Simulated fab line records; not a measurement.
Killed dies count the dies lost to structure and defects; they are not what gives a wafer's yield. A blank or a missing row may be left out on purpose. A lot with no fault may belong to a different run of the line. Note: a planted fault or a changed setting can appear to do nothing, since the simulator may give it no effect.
A lot that was struck, set against a sound lot :: flow sky130 :: 16 steps out of a route of 708
Sound: these wafers, L528.1, L528.5, L528.6. Wafers L539.4, L539.5, L539.6 were the ones struck. The cause comes at the end.
Per side, at each step with rows, come the tool, then ch with its chambers, and then its first start. Under that, the readings that differ: sound wafers :: struck wafers :: difference of the means :: sigmas: that difference in standard deviations of wafers without a fault.
alike: readings with means less than 2 such deviations apart, plus words and numbers identical on both sides. not compared: withheld readings, readings lacking a value on some wafer, bounds such as >300 that could conceal the same value, and numbers that have no deviation in the record and whose values overlap.
Wherever a step has rows on one side only, a row that says differs or no value, or a row with sigmas, the two part there. Non-overlapping numbers with no deviation appear without sigmas and do not part them. A reading missing from all wafers of one side parts the sides only when that side holds two or more wafers.

first, 8 steps without rows for these wafers: SKY_METAL2_DEHYDRATE_07 (time 60 s); SKY_METAL2_HMDS_08 (prime time 60 s); SKY_METAL2_COAT_09 (resist thk 60 nm); SKY_METAL2_COAT_10 (resist thk 450 nm); SKY_METAL2_SOFTBAKE_11 (time 90 s); SKY_METAL2_EXPOSE_12 (exposes mask MM2, target cd 140 nm); SKY_METAL2_PEB_13; SKY_METAL2_DEVELOP_14 (develop time 60 s).
SKY_METAL2_CD_MEAS_15: the cd target is 140 nm.
  struck on cdSem-02, day 40 02:34; sound on cdSem-01, day 36 14:22
  alike: cdNm
SKY_METAL2_OVL_MEAS_16:
  struck on overlay-02, day 40 02:39; sound on overlay-02, day 36 14:29
  alike: METAL2_OVL
SKY_METAL2_DESCUM_17: chemistry O2, time 8 s.
  sound on rieMetal-04 ch 0,1, day 36 14:31; struck on rieMetal-03 ch 0,1, day 40 02:41
  alike: drypumpMotorCurrentA, oesProductAu
  not compared: rfHoursCounterH
SKY_METAL2_ETCH_18: etches BARC in N2/H2, stops on SiO2, time 45.9 s, target depth 60 nm.
  sound on rieMetal-04 ch 0,1, day 36 14:33; struck on rieMetal-03 ch 0,1, day 40 02:43
  alike: drypumpMotorCurrentA, oesProductAu, throttleValvePct
  not compared: rfHoursCounterH
SKY_METAL2_METAL_ETCH_19: etches the open film in Cl2/BCl3, stops on SiO2, target depth 360 nm, time 78 s.
  sound on rieMetal-04 ch 0,1, day 36 14:37; struck on rieMetal-03 ch 0,1, day 40 02:47
reading: oesProductAu (a.u.)
sound: 0.851 0.852 0.852
struck: 0.802 0.805 0.805
difference: -0.048
sigmas: -8

reading: model.KrF-thick_of_METAL2_COAT_10.thkNm (nm)
sound: 159.2 153.3 158.7
struck: 234.5 233.3 231.2
difference: +75.9
sigmas: 

reading: model.METAL2.featureDepthNm (nm)
sound: 357.7 359.2 357.6
struck: 318.7 319.9 321.4
difference: -38.2
sigmas: 

reading: model.etch.depthNm (nm)
sound: 357.7 359.2 357.6
struck: 318.7 319.9 321.4
difference: -38.2
sigmas: 
  alike: drypumpMotorCurrentA, throttleValvePct
  not compared: rfHoursCounterH
SKY_METAL2_STRIP_20: strips in O2/N2.
  sound on plasmaAsher-02 ch 0,1, day 36 14:42; struck on plasmaAsher-04 ch 0,1, day 40 02:53
reading: oesProductAu (a.u.)
sound: 0.348 0.343 0.337
struck: 0.372 0.370 0.376
difference: +0.030
sigmas: +6

reading: stripTimeToEndpointS (s)
sound: 2.71 2.63 2.70
struck: 3.52 3.49 3.49
difference: +0.82
sigmas: +14
  alike: drypumpMotorCurrentA
  not compared: rfHoursCounterH
then, 1 step without rows for these wafers: SKY_METAL2_STRIP_21 (strips in post etch residue remover, time 1200 s).
SKY_PAD_OPEN_PROBE_99:
  the record has rows for the sound wafers here (prober-01, day 46 21:05) and none for the struck ones

## WHERE THEY PART
At SKY_METAL2_METAL_ETCH_19 first; at SKY_PAD_OPEN_PROBE_99 last (within this record only).

WHY: what the simulator had put in
Process parameters drifting: rieMetal-03 at SKY_METAL2_METAL_ETCH_19, beginning at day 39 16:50. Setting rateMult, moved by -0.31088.
